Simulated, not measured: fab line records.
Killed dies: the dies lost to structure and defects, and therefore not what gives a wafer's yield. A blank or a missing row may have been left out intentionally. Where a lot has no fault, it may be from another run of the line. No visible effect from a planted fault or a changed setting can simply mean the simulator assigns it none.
The tool behind it: which one?	flow sky130	12 lots, 36 wafers sampled, at 1 step of a route of 708

WHAT THE GAUGES READ, wafer by wafer
SKY_VIA3_OVL_MEAS_13.
lot	measured	on	VIA3_OVL (nm)
L921	day 40 05:01	overlay-01	-9 -1 -5
L923	day 41 05:38	overlay-01	0 6 4
L925	day 41 07:13	overlay-02	9 4 15
L926	day 42 07:19	overlay-02	8 10 8
L927	day 42 15:56	overlay-01	7 7 9
L929	day 42 23:49	overlay-02	-2 -4 -3
L932	day 43 13:40	overlay-02	12 6 3
L936	day 45 01:32	overlay-01	-2 -4 -4
L935	day 45 04:00	overlay-01	11 15 18
L938	day 45 07:19	overlay-01	4 2 1
L939	day 45 08:47	overlay-02	9 15 10
L940	day 45 22:58	overlay-02	-2 -1 -7

EACH LOT AND THE TOOL THAT RAN IT (in order: tool; ch and the chambers of the sampled wafers; start)
Before these readings, the record contains no process step.

AS READ BY THE TOOLS THEMSELVES (means over the sampled wafers that have a number; for cases with no such wafer, the mark the record gives instead)
The record holds no such reading with a usual standard deviation.

THE ANSWER, worked out from the rows above alone
Rule: what is usual is taken from the lots themselves. Put in order of their means at a reading, lots are off if they are a third of the lots or fewer, leave a main group of 4 or more, and stand apart from it by a gap of 3 or more times the standard deviation of the main group's means; of several such gaps the widest counts. If all means in a main group match to the digits the tables above print for the reading, that group is not used. A lot without any number at a reading at which 4 lots or more have one is off too. The other lots that the step has rows for count as sound. Order of review: gauges by route order, followed by the tools' own readings, for which a lot's mean as printed above is used. At the first step where some lot is off, the reading lying furthest off is the one used; lots without a number count as furthest.
No lot is off at any reading shown: from this, nothing can be told.

WHAT THE SIMULATOR HAD PUT IN
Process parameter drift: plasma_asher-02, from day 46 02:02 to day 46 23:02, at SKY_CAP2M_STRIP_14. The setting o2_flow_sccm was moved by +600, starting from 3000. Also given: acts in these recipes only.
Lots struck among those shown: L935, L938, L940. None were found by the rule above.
